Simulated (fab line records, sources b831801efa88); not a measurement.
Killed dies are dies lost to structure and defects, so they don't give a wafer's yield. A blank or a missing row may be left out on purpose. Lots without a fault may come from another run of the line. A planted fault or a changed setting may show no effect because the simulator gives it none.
A struck lot beside a sound one | flow sky130 | 16 steps out of a route of 708
Sound: wafers L892.2, L892.3, L892.6. Struck: wafers L901.1, L901.4, L901.5. The cause comes at the end.
At each step with rows: each side's tool, then ch and its chambers, then its first start. Under that, the readings that differ: sound wafers | struck wafers | difference of the means | sigmas: that difference in standard deviations of wafers without a fault.
alike: readings whose means differ by less than 2 such deviations, and words and numbers that are the same on both sides. not compared: withheld readings, readings that some wafer has no value for, bounds like >300 that may hide the same value, and numbers for which the record gives no deviation and whose values overlap.
The two part at a step that has a row with sigmas, a row that says differs or no value, or rows on one side only. Numbers that don't overlap but have no deviation are shown without sigmas and don't part them. A reading that every wafer of one side lacks parts them only if that side has two wafers or more.

first, 4 steps without rows for these wafers: SKY_LDD_N_IMPLANT_12; SKY_LDD_N_IMPLANT_13; SKY_LDD_N_IMPLANT_14; SKY_LDD_N_IMPLANT_15.
SKY_LDD_N_STRIP_16: strips in O2/N2.
  sound on plasma_asher-01 ch 0,1, day 19 03:02; struck on plasma_asher-04 ch 0, day 22 00:35
  alike: drypump_motor_current_A, oes_product_au, strip_time_to_endpoint_s
  not compared: rf_hours_counter_h
SKY_LDD_N_TW_MEAS_17:
  sound on film_metro-03, day 19 03:08; struck on film_metro-03, day 22 00:41
  alike: LDD_N_TW
then, 6 steps without rows for these wafers: SKY_LDD_P_DEHYDRATE_00 (time 60 s); SKY_LDD_P_HMDS_01 (prime time 60 s); SKY_LDD_P_COAT_02 (resist thk 1140 nm); SKY_LDD_P_SOFTBAKE_03 (time 60 s); SKY_LDD_P_EXPOSE_04 (exposes mask PSDM, target cd 380 nm); SKY_LDD_P_PEB_05.
SKY_LDD_P_DEVELOP_06: develop time 60 s.
  sound on litho_track-03 ch 0, day 20 10:36; struck on litho_track-03 ch 0, day 23 06:34
SKY_LDD_P_CD_MEAS_07: target cd 380 nm.
  sound on cd_sem-02, day 20 10:44; struck on cd_sem-02, day 23 06:43
  reading    | sound             | struck            | difference | sigmas
  cd_nm (nm) | 379.9 378.3 381.6 | 397.1 398.8 398.5 | +18.2      | +7
SKY_LDD_P_OVL_MEAS_08:
  sound on overlay-01, day 20 10:51; struck on overlay-02, day 23 06:50
  alike: LDD_P_OVL
SKY_PAD_OPEN_PROBE_99:
  the record has rows for the sound wafers here (prober-01, day 47 00:50) and none for the struck ones

WHERE THEY PART
First at SKY_LDD_P_CD_MEAS_07; last, within this record, at SKY_PAD_OPEN_PROBE_99.

WHY: what the simulator had put in
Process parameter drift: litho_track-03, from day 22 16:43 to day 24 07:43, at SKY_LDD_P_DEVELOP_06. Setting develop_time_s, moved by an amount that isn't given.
